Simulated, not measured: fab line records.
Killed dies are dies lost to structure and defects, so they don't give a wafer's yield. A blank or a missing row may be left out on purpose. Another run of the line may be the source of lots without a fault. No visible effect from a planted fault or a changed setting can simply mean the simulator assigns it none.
fab line records	flow sky130	part 1 of 2: steps 1 to 31 of 43
record lots=5	wafers=15	lastDay=49
route steps=708 shown VT_ADJUST_LVTN@116 VT_ADJUST_NCORE@119 VT_ADJUST_HVTR@131 VT_ADJUST_PCH@143 SONOS_TUNNEL@154
lots with no fault: from the same line, run without faults
startH: the number of hours between the record's first day and the start of the first shown wafer of the lot	waitH: how many hours have passed since the lot's step before this one	" unchanged from the row above	L1.1+2: a row that stands for several wafers	- either no value or no given start	* or withheld: withheld	< > ~ a bound
route shown NAME@n: NAME is a module with steps in the file, n the number in the route of the first one	usual: average and standard deviation across the fault-free wafers	same: alike in all rows	chamber/n: place in a boat	sites: per-site readings	_std_site: the standard deviation of these	_edge_site: inner sites' mean taken away from outer sites' mean	radiusMm: how far each site lies from the wafer's centre	mask NAME#n: copy n	behind: tool/chamber where the wafer was last shaped	hold: what put the lot on hold/how long, in hours/how the hold closed	device: whichever transistor did not switch (one of n, p or np)	end of line: the tests these same wafers got at the end of their route	for a step that has no rows: nothing shown but its recipe	killed: not the wafer's yield, but the dies lost to structure and defects at the first sort	map: dies across one wafer; x = killed, . = not, _ = none there
set.NAME: the setting the step ran with; set.NAME@STEP: the setting that earlier step ran with	model.NAME: the simulator's own value behind a step, which no gauge read
lots at some steps of the route; a table a step, a row a wafer
services: the hour from which a tool's chamber was out of use, counted from the record's first day as startH (under 0 if before that day), plus the number of hours and why
## steps
# step SKY_VT_ADJUST_LVTN_IMPLANT_19
# recipe species=B	energyKev=30	doseCm2=6.5e+11	tiltDeg=withheld
# same implantIonAmu=11
lot.wafer	tool	chamber	startH	waitH
L076.2+3+4	implanter-01	0	172.52	0.0
L078.1+4+6	implanter-02	0	183.44	0.0
L083.1+3+6	implanter-01	0	222.16	0.0
L085.1+2+4	implanter-02	0	239.61	0.0
L091.2+5+6	implanter-01	0	281.08	0.0
# step SKY_VT_ADJUST_LVTN_STRIP_20
# recipe chemistry=O2/N2	powerW=1400	pressureMtorr=1500	platenTempC=withheld	o2FlowSccm=3000	n2FlowSccm=300	overashFraction=0.5
# usual drypumpMotorCurrentA=6.1/0.47	oesProductAu=0.715/0.0045	stripTimeToEndpointS=14.18/0.041
lot.wafer	tool	chamber	startH	waitH	drypumpMotorCurrentA	oesProductAu	rfHoursCounterH	stripTimeToEndpointS
L076.2	plasmaAsher-02	0	172.64	0.1	6.6	0.717	51	14.20
L076.3	"	0	"	"	6.6	0.714	-	14.09
L076.4	"	1	"	"	6.4	0.716	-	14.15
L078.1	plasmaAsher-04	0	183.59	0.1	5.6	0.712	7	14.11
L078.4	"	1	"	"	6.0	0.715	-	14.18
L078.6	"	0	"	"	5.6	0.713	-	14.18
L083.1	plasmaAsher-02	1	222.31	0.1	6.4	0.713	56	14.17
L083.3	"	0	"	"	6.7	0.715	-	14.21
L083.6	"	1	"	"	6.5	0.714	-	14.18
L085.1	plasmaAsher-01	0	239.76	0.1	5.4	0.721	41	14.14
L085.2	"	1	"	"	6.6	0.716	41	14.07
L085.4	"	0	"	"	5.4	0.706	-	14.14
L091.2	plasmaAsher-01	0	281.21	0.1	5.4	0.719	45	14.17
L091.5	"	0	"	"	5.4	0.720	-	14.15
L091.6	"	1	"	"	6.6	0.723	-	14.23
# step SKY_VT_ADJUST_LVTN_TW_MEAS_21
# usual VT_ADJUST_LVTN_2_TW=187.3/1.5
lot.wafer	tool	chamber	startH	waitH	VT_ADJUST_LVTN_2_TW
L076.2	filmMetro-04	-	172.75	0.1	185.3
L076.3	"	-	"	"	186.2
L076.4	"	-	"	"	185.5
L078.1	filmMetro-01	-	183.69	0.1	188.3
L078.4	"	-	"	"	189.0
L078.6	"	-	"	"	188.5
L083.1	filmMetro-04	-	222.41	0.1	186.6
L083.3	"	-	"	"	186.4
L083.6	"	-	"	"	185.8
L085.1	filmMetro-01	-	239.86	0.1	188.4
L085.2	"	-	"	"	189.1
L085.4	"	-	"	"	189.3
L091.2	filmMetro-02	-	281.32	0.1	188.3
L091.5	"	-	"	"	187.5
L091.6	"	-	"	"	188.9
# step SKY_VT_ADJUST_NCORE_DEHYDRATE_00
# recipe tempC=200	timeS=60
# usual heaterPowerTotalW=160.37/0.12
lot.wafer	tool	chamber	startH	waitH	heaterPowerTotalW
L076.2	lithoTrack-04	0	182.16	9.4	160.29
L076.3	"	0	"	"	160.48
L076.4	"	0	"	"	160.30
L078.1	lithoTrack-04	0	194.09	10.4	160.51
L078.4	"	0	"	"	160.41
L078.6	"	0	"	"	160.45
L083.1	lithoTrack-01	0	233.56	11.1	160.46
L083.3	"	0	"	"	160.33
L083.6	"	0	"	"	160.30
L085.1	lithoTrack-02	0	250.16	10.3	160.37
L085.2	"	0	"	"	160.60
L085.4	"	0	"	"	160.47
L091.2	lithoTrack-01	0	293.59	12.3	160.27
L091.5	"	0	"	"	160.26
L091.6	"	0	"	"	160.58
# step SKY_VT_ADJUST_NCORE_HMDS_01
# recipe primeTimeS=60	primeTempC=120
lot.wafer	tool	chamber	startH	waitH
L076.2+3+4	lithoTrack-04	0	182.31	0.1
L078.1+4+6	lithoTrack-04	0	194.24	0.1
L083.1+3+6	lithoTrack-01	0	233.71	0.1
L085.1+2+4	lithoTrack-02	0	250.31	0.1
L091.2+5+6	lithoTrack-01	0	293.74	0.1
# step SKY_VT_ADJUST_NCORE_COAT_02
# recipe resist=NOVOLAK	spinRpm=3000	resistThkNm=1140
lot.wafer	tool	chamber	startH	waitH
L076.2+3+4	lithoTrack-04	0	182.46	0.1
L078.1+4+6	lithoTrack-04	0	194.39	0.1
L083.1+3+6	lithoTrack-01	0	233.86	0.1
L085.1+2+4	lithoTrack-02	0	250.46	0.1
L091.2+5+6	lithoTrack-01	0	293.89	0.1
# step SKY_VT_ADJUST_NCORE_SOFTBAKE_03
# recipe tempC=90	timeS=60	resist=NOVOLAK
# usual heaterPowerTotalW=56.59/0.046
lot.wafer	tool	chamber	startH	waitH	heaterPowerTotalW
L076.2	lithoTrack-04	0	182.61	0.1	56.62
L076.3	"	0	"	"	56.61
L076.4	"	0	"	"	56.59
L078.1	lithoTrack-04	0	194.54	0.1	56.59
L078.4	"	0	"	"	56.63
L078.6	"	0	"	"	56.55
L083.1	lithoTrack-01	0	234.01	0.1	56.50
L083.3	"	0	"	"	56.64
L083.6	"	0	"	"	56.57
L085.1	lithoTrack-02	0	250.61	0.1	56.61
L085.2	"	0	"	"	56.61
L085.4	"	0	"	"	56.55
L091.2	lithoTrack-01	0	294.04	0.1	56.60
L091.5	"	0	"	"	56.62
L091.6	"	0	"	"	56.60
# step SKY_VT_ADJUST_NCORE_EXPOSE_04
# recipe maskId=LVTN_COMPLEMENT_THIN	na=0.6	sourceShape=conventional	sigmaOuter=0.6	polarization=unpolarized	targetCdNm=380	doseMj=139
lot.wafer	tool	chamber	startH	waitH	mask
L076.2+3+4	ilineStepper-01	0	-	-	LVTN_COMPLEMENT_THIN#0
L078.1+4+6	ilineStepper-02	0	-	-	LVTN_COMPLEMENT_THIN#0
L083.1+3+6	ilineStepper-01	0	-	-	LVTN_COMPLEMENT_THIN#0
L085.1+2+4	ilineStepper-02	0	-	-	LVTN_COMPLEMENT_THIN#0
L091.2+5+6	ilineStepper-01	0	-	-	LVTN_COMPLEMENT_THIN#0
# step SKY_VT_ADJUST_NCORE_PEB_05
# recipe tempC=withheld	timeS=*	resist=NOVOLAK
lot.wafer	tool	chamber	startH	waitH
L076.2+3+4	lithoTrack-01	0	-	-
L078.1+4+6	lithoTrack-04	0	-	-
L083.1+3+6	lithoTrack-04	0	-	-
L085.1+2+4	lithoTrack-01	0	-	-
L091.2+5+6	lithoTrack-01	0	-	-
# step SKY_VT_ADJUST_NCORE_DEVELOP_06
# recipe resist=NOVOLAK	developer=TMAH	developTimeS=60	devTempC=23
lot.wafer	tool	chamber	startH	waitH
L076.2+3+4	lithoTrack-01	0	193.34	0.1
L078.1+4+6	lithoTrack-04	0	204.64	0.1
L083.1+3+6	lithoTrack-04	0	245.59	0.1
L085.1+2+4	lithoTrack-01	0	262.71	0.1
L091.2+5+6	lithoTrack-01	0	305.99	0.1
# step SKY_VT_ADJUST_NCORE_CD_MEAS_07
# recipe targetCdNm=380
# usual cdNm=379.1/2.4
lot.wafer	tool	chamber	startH	waitH	cdNm
L076.2	cdSem-01	-	193.48	0.1	377.5
L076.3	"	-	"	"	378.6
L076.4	"	-	"	"	378.0
L078.1	cdSem-02	-	204.79	0.1	377.8
L078.4	"	-	"	"	376.3
L078.6	"	-	"	"	377.3
L083.1	cdSem-01	-	245.74	0.1	375.9
L083.3	"	-	"	"	376.3
L083.6	"	-	"	"	375.7
L085.1	cdSem-01	-	262.86	0.1	377.3
L085.2	"	-	"	"	375.8
L085.4	"	-	"	"	376.9
L091.2	cdSem-02	-	306.13	0.1	382.5
L091.5	"	-	"	"	379.5
L091.6	"	-	"	"	381.2
# step SKY_VT_ADJUST_NCORE_OVL_MEAS_08
# usual VT_ADJUST_NCORE_OVL=-1.2/1.7
lot.wafer	tool	chamber	startH	waitH	VT_ADJUST_NCORE_OVL[nm]
L076.2	overlay-01	-	193.59	0.1	-0.9
L076.3	"	-	"	"	-2.2
L076.4	"	-	"	"	-2.2
L078.1	overlay-02	-	204.91	0.1	1.2
L078.4	"	-	"	"	-0.3
L078.6	"	-	"	"	0.9
L083.1	overlay-01	-	245.86	0.1	-3.7
L083.3	"	-	"	"	-0.9
L083.6	"	-	"	"	-4.7
L085.1	overlay-01	-	262.98	0.1	-1.6
L085.2	"	-	"	"	-2.0
L085.4	"	-	"	"	-1.7
L091.2	overlay-02	-	306.24	0.1	-3.0
L091.5	"	-	"	"	-3.0
L091.6	"	-	"	"	-2.9
# step SKY_VT_ADJUST_NCORE_IMPLANT_09
# recipe species=B	energyKev=10	doseCm2=2.4e+12	tiltDeg=withheld
# same implantIonAmu=11
lot.wafer	tool	chamber	startH	waitH
L076.2+3+4	implanter-04	0	193.64	0.0
L078.1+4+6	implanter-01	0	204.94	0.0
L083.1+3+6	implanter-01	0	245.89	0.0
L085.1+2+4	implanter-02	0	263.02	0.0
L091.2+5+6	implanter-02	0	306.29	0.0
# step SKY_VT_ADJUST_NCORE_STRIP_10
# recipe chemistry=O2/N2	powerW=1400	pressureMtorr=1500	platenTempC=withheld	o2FlowSccm=3000	n2FlowSccm=300	overashFraction=0.5
# usual drypumpMotorCurrentA=6.2/0.42	oesProductAu=0.716/0.004	stripTimeToEndpointS=14.18/0.033
lot.wafer	tool	chamber	startH	waitH	drypumpMotorCurrentA	oesProductAu	rfHoursCounterH	stripTimeToEndpointS
L076.2	plasmaAsher-03	1	193.77	0.1	6.4	0.721	46	14.18
L076.3	"	1	"	"	6.4	0.713	-	14.20
L076.4	"	0	"	"	5.9	0.722	-	14.22
L078.1	plasmaAsher-01	0	205.09	0.1	5.4	0.715	37	14.19
L078.4	"	0	"	"	5.4	0.716	-	14.20
L078.6	"	0	"	"	5.4	0.717	-	14.25
L083.1	plasmaAsher-03	1	246.04	0.1	6.4	0.714	51	14.15
L083.3	"	0	"	"	6.0	0.709	-	14.21
L083.6	"	0	"	"	6.0	0.711	-	14.16
L085.1	plasmaAsher-02	1	263.17	0.1	6.5	0.726	59	14.13
L085.2	"	0	"	"	6.6	0.726	59	14.19
L085.4	"	1	"	"	6.4	0.712	-	14.20
L091.2	plasmaAsher-03	1	306.42	0.1	6.4	0.720	57	14.12
L091.5	"	1	"	"	6.4	0.716	-	14.17
L091.6	"	0	"	"	6.0	0.724	-	14.14
# step SKY_VT_ADJUST_NCORE_TW_MEAS_11
# usual VT_ADJUST_NCORE_TW=218.6/1.5
lot.wafer	tool	chamber	startH	waitH	VT_ADJUST_NCORE_TW
L076.2	filmMetro-04	-	193.88	0.1	217.6
L076.3	"	-	"	"	218.0
L076.4	"	-	"	"	218.5
L078.1	filmMetro-04	-	205.19	0.1	217.7
L078.4	"	-	"	"	217.1
L078.6	"	-	"	"	219.7
L083.1	filmMetro-01	-	246.14	0.1	221.2
L083.3	"	-	"	"	221.4
L083.6	"	-	"	"	221.8
L085.1	filmMetro-01	-	263.27	0.1	222.1
L085.2	"	-	"	"	222.5
L085.4	"	-	"	"	221.5
L091.2	filmMetro-03	-	306.53	0.1	218.3
L091.5	"	-	"	"	218.7
L091.6	"	-	"	"	219.8
# step SKY_VT_ADJUST_HVTR_DEHYDRATE_00
# recipe tempC=200	timeS=60
# usual heaterPowerTotalW=160.37/0.12
lot.wafer	tool	chamber	startH	waitH	heaterPowerTotalW
L076.2	lithoTrack-03	0	203.85	10.0	160.24
L076.3	"	0	"	"	160.35
L076.4	"	0	"	"	160.23
L078.1	lithoTrack-04	0	215.44	10.2	160.60
L078.4	"	0	"	"	160.20
L078.6	"	0	"	"	160.43
L083.1	lithoTrack-04	0	257.04	10.9	160.47
L083.3	"	0	"	"	160.29
L083.6	"	0	"	"	160.17
L085.1	lithoTrack-03	0	274.02	10.7	160.55
L085.2	"	0	"	"	160.21
L085.4	"	0	"	"	160.59
L091.2	lithoTrack-02	0	319.13	12.6	160.48
L091.5	"	0	"	"	160.52
L091.6	"	0	"	"	160.36
# step SKY_VT_ADJUST_HVTR_HMDS_01
# recipe primeTimeS=60	primeTempC=120
lot.wafer	tool	chamber	startH	waitH
L076.2+3+4	lithoTrack-03	0	204.00	0.1
L078.1+4+6	lithoTrack-04	0	215.59	0.1
L083.1+3+6	lithoTrack-04	0	257.19	0.1
L085.1+2+4	lithoTrack-03	0	274.17	0.1
L091.2+5+6	lithoTrack-02	0	319.28	0.1
# step SKY_VT_ADJUST_HVTR_COAT_02
# recipe resist=NOVOLAK	spinRpm=3000	resistThkNm=1140
lot.wafer	tool	chamber	startH	waitH
L076.2+3+4	lithoTrack-03	0	204.15	0.1
L078.1+4+6	lithoTrack-04	0	215.74	0.1
L083.1+3+6	lithoTrack-04	0	257.34	0.1
L085.1+2+4	lithoTrack-03	0	274.32	0.1
L091.2+5+6	lithoTrack-02	0	319.43	0.1
# step SKY_VT_ADJUST_HVTR_SOFTBAKE_03
# recipe tempC=90	timeS=60	resist=NOVOLAK
# usual heaterPowerTotalW=56.59/0.049
lot.wafer	tool	chamber	startH	waitH	heaterPowerTotalW
L076.2	lithoTrack-03	0	204.30	0.1	56.66
L076.3	"	0	"	"	56.56
L076.4	"	0	"	"	56.57
L078.1	lithoTrack-04	0	215.89	0.1	56.62
L078.4	"	0	"	"	56.49
L078.6	"	0	"	"	56.68
L083.1	lithoTrack-04	0	257.49	0.1	56.51
L083.3	"	0	"	"	56.63
L083.6	"	0	"	"	56.66
L085.1	lithoTrack-03	0	274.47	0.1	56.59
L085.2	"	0	"	"	56.57
L085.4	"	0	"	"	56.68
L091.2	lithoTrack-02	0	319.58	0.1	56.62
L091.5	"	0	"	"	56.58
L091.6	"	0	"	"	56.54
# step SKY_VT_ADJUST_HVTR_EXPOSE_04
# recipe maskId=HVTRM	targetCdNm=380	na=0.6	sourceShape=conventional	sigmaOuter=0.6	doseMj=150
lot.wafer	tool	chamber	startH	waitH	mask
L076.2+3+4	ilineStepper-01	0	-	-	HVTRM#0
L078.1+4+6	ilineStepper-01	0	-	-	HVTRM#0
L083.1+3+6	ilineStepper-01	0	-	-	HVTRM#0
L085.1+2+4	ilineStepper-01	0	-	-	HVTRM#0
L091.2+5+6	ilineStepper-01	0	-	-	HVTRM#0
# step SKY_VT_ADJUST_HVTR_PEB_05
# recipe tempC=withheld	timeS=*	resist=NOVOLAK
lot.wafer	tool	chamber	startH	waitH
L076.2+3+4	lithoTrack-04	0	-	-
L078.1+4+6	lithoTrack-03	0	-	-
L083.1+3+6	lithoTrack-02	0	-	-
L085.1+2+4	lithoTrack-02	0	-	-
L091.2+5+6	lithoTrack-02	0	-	-
# step SKY_VT_ADJUST_HVTR_DEVELOP_06
# recipe developTimeS=60	devTempC=23
lot.wafer	tool	chamber	startH	waitH
L076.2+3+4	lithoTrack-04	0	215.31	0.1
L078.1+4+6	lithoTrack-03	0	226.37	0.1
L083.1+3+6	lithoTrack-02	0	269.36	0.1
L085.1+2+4	lithoTrack-02	0	287.31	0.1
L091.2+5+6	lithoTrack-02	0	332.68	0.1
# step SKY_VT_ADJUST_HVTR_CD_MEAS_07
# recipe targetCdNm=380
# usual cdNm=379.7/2.2
lot.wafer	tool	chamber	startH	waitH	cdNm
L076.2	cdSem-01	-	215.46	0.1	382.1
L076.3	"	-	"	"	384.2
L076.4	"	-	"	"	383.7
L078.1	cdSem-01	-	226.52	0.1	377.5
L078.4	"	-	"	"	374.8
L078.6	"	-	"	"	376.5
L083.1	cdSem-02	-	269.51	0.1	379.8
L083.3	"	-	"	"	381.1
L083.6	"	-	"	"	380.8
L085.1	cdSem-01	-	287.46	0.1	380.1
L085.2	"	-	"	"	381.2
L085.4	"	-	"	"	381.7
L091.2	cdSem-02	-	332.83	0.1	385.3
L091.5	"	-	"	"	382.3
L091.6	"	-	"	"	385.2
# step SKY_VT_ADJUST_HVTR_OVL_MEAS_08
# usual VT_ADJUST_HVTR_OVL=-0.9/1.3
lot.wafer	tool	chamber	startH	waitH	VT_ADJUST_HVTR_OVL[nm]
L076.2	overlay-01	-	215.56	0.1	-1.4
L076.3	"	-	"	"	-0.4
L076.4	"	-	"	"	-2.3
L078.1	overlay-02	-	226.64	0.1	-2.9
L078.4	"	-	"	"	-0.5
L078.6	"	-	"	"	-1.3
L083.1	overlay-01	-	269.63	0.1	-2.7
L083.3	"	-	"	"	-0.3
L083.6	"	-	"	"	0.4
L085.1	overlay-01	-	287.58	0.1	-1.1
L085.2	"	-	"	"	-1.5
L085.4	"	-	"	"	-2.5
L091.2	overlay-02	-	332.93	0.1	-0.3
L091.5	"	-	"	"	-1.1
L091.6	"	-	"	"	0.2
# step SKY_VT_ADJUST_HVTR_IMPLANT_09
# recipe species=B	energyKev=10	doseCm2=2.1e+12	tiltDeg=withheld
# same implantIonAmu=11
lot.wafer	tool	chamber	startH	waitH
L076.2+3+4	implanter-03	0	215.62	0.0
L078.1+4+6	implanter-04	0	226.68	0.0
L083.1+3+6	implanter-04	0	269.66	0.0
L085.1+2+4	implanter-01	0	287.61	0.0
L091.2+5+6	implanter-03	0	332.99	0.0
# step SKY_VT_ADJUST_HVTR_STRIP_10
# recipe chemistry=O2/N2	powerW=1400	pressureMtorr=1500	platenTempC=withheld	o2FlowSccm=3000	n2FlowSccm=300	overashFraction=0.5
# usual drypumpMotorCurrentA=6.0/0.35	oesProductAu=0.716/0.0044	stripTimeToEndpointS=14.19/0.045
lot.wafer	tool	chamber	startH	waitH	drypumpMotorCurrentA	oesProductAu	rfHoursCounterH	stripTimeToEndpointS
L076.2	plasmaAsher-03	1	215.74	0.1	6.4	0.724	49	14.25
L076.3	"	1	"	"	6.4	0.706	-	14.24
L076.4	"	0	"	"	5.9	0.718	-	14.25
L078.1	plasmaAsher-03	1	226.83	0.1	6.4	0.722	50	14.20
L078.4	"	0	"	"	5.9	0.718	-	14.25
L078.6	"	1	"	"	6.4	0.727	-	14.22
L083.1	plasmaAsher-01	1	269.81	0.1	6.6	0.716	44	14.21
L083.3	"	1	"	"	6.6	0.716	-	14.21
L083.6	"	0	"	"	5.4	0.719	-	14.23
L085.1	plasmaAsher-04	0	287.76	0.1	5.6	0.716	18	14.11
L085.2	"	1	"	"	6.0	0.726	18	14.09
L085.4	"	0	"	"	5.6	0.713	-	14.16
L091.2	plasmaAsher-03	0	333.11	0.1	6.0	0.721	59	14.22
L091.5	"	1	"	"	6.4	0.714	-	14.21
L091.6	"	0	"	"	5.9	0.708	-	14.28
# step SKY_VT_ADJUST_HVTR_TW_MEAS_11
# usual VT_ADJUST_HVTR_TW=210.0/0.93
lot.wafer	tool	chamber	startH	waitH	VT_ADJUST_HVTR_TW
L076.2	filmMetro-03	-	215.85	0.1	208.4
L076.3	"	-	"	"	209.7
L076.4	"	-	"	"	209.7
L078.1	filmMetro-04	-	226.93	0.1	209.0
L078.4	"	-	"	"	207.5
L078.6	"	-	"	"	207.4
L083.1	filmMetro-02	-	269.91	0.1	211.2
L083.3	"	-	"	"	209.0
L083.6	"	-	"	"	210.8
L085.1	filmMetro-04	-	287.86	0.1	209.6
L085.2	"	-	"	"	207.8
L085.4	"	-	"	"	209.1
L091.2	filmMetro-03	-	333.22	0.1	211.2
L091.5	"	-	"	"	211.3
L091.6	"	-	"	"	211.4
# step SKY_VT_ADJUST_PCH_DEHYDRATE_00
# recipe tempC=200	timeS=60
# usual heaterPowerTotalW=160.37/0.12
lot.wafer	tool	chamber	startH	waitH	heaterPowerTotalW
L076.2	lithoTrack-04	0	225.76	9.9	160.16
L076.3	"	0	"	"	160.21
L076.4	"	0	"	"	160.33
L078.1	lithoTrack-04	0	237.69	10.8	160.28
L078.4	"	0	"	"	160.27
L078.6	"	0	"	"	160.60
L083.1	lithoTrack-04	0	280.44	10.5	160.57
L083.3	"	0	"	"	160.35
L083.6	"	0	"	"	160.16
L085.1	lithoTrack-01	0	299.56	11.7	160.56
L085.2	"	0	"	"	160.40
L085.4	"	0	"	"	160.33
L091.2	lithoTrack-04	0	346.21	13.0	160.28
L091.5	"	0	"	"	160.33
L091.6	"	0	"	"	160.48
# step SKY_VT_ADJUST_PCH_HMDS_01
# recipe primeTimeS=60	primeTempC=120
lot.wafer	tool	chamber	startH	waitH
L076.2+3+4	lithoTrack-04	0	225.91	0.1
L078.1+4+6	lithoTrack-04	0	237.84	0.1
L083.1+3+6	lithoTrack-04	0	280.59	0.1
L085.1+2+4	lithoTrack-01	0	299.71	0.1
L091.2+5+6	lithoTrack-04	0	346.36	0.1
# step SKY_VT_ADJUST_PCH_COAT_02
# recipe spinRpm=2000	resistThkNm=3000
lot.wafer	tool	chamber	startH	waitH
L076.2+3+4	lithoTrack-04	0	226.06	0.1
L078.1+4+6	lithoTrack-04	0	237.99	0.1
L083.1+3+6	lithoTrack-04	0	280.74	0.1
L085.1+2+4	lithoTrack-01	0	299.86	0.1
L091.2+5+6	lithoTrack-04	0	346.51	0.1
# step SKY_VT_ADJUST_PCH_SOFTBAKE_03
# recipe tempC=110	timeS=withheld
# usual heaterPowerTotalW=65.33/0.15
lot.wafer	tool	chamber	startH	waitH	heaterPowerTotalW
L076.2	lithoTrack-04	0	226.22	0.1	65.44
L076.3	"	0	"	"	65.20
L076.4	"	0	"	"	65.15
L078.1	lithoTrack-04	0	238.14	0.1	65.28
L078.4	"	0	"	"	65.44
L078.6	"	0	"	"	65.32
L083.1	lithoTrack-04	0	280.89	0.1	65.07
L083.3	"	0	"	"	65.23
L083.6	"	0	"	"	65.39
L085.1	lithoTrack-01	0	300.01	0.1	65.33
L085.2	"	0	"	"	65.54
L085.4	"	0	"	"	65.33
L091.2	lithoTrack-04	0	346.67	0.1	65.39
L091.5	"	0	"	"	65.43
L091.6	"	0	"	"	65.12
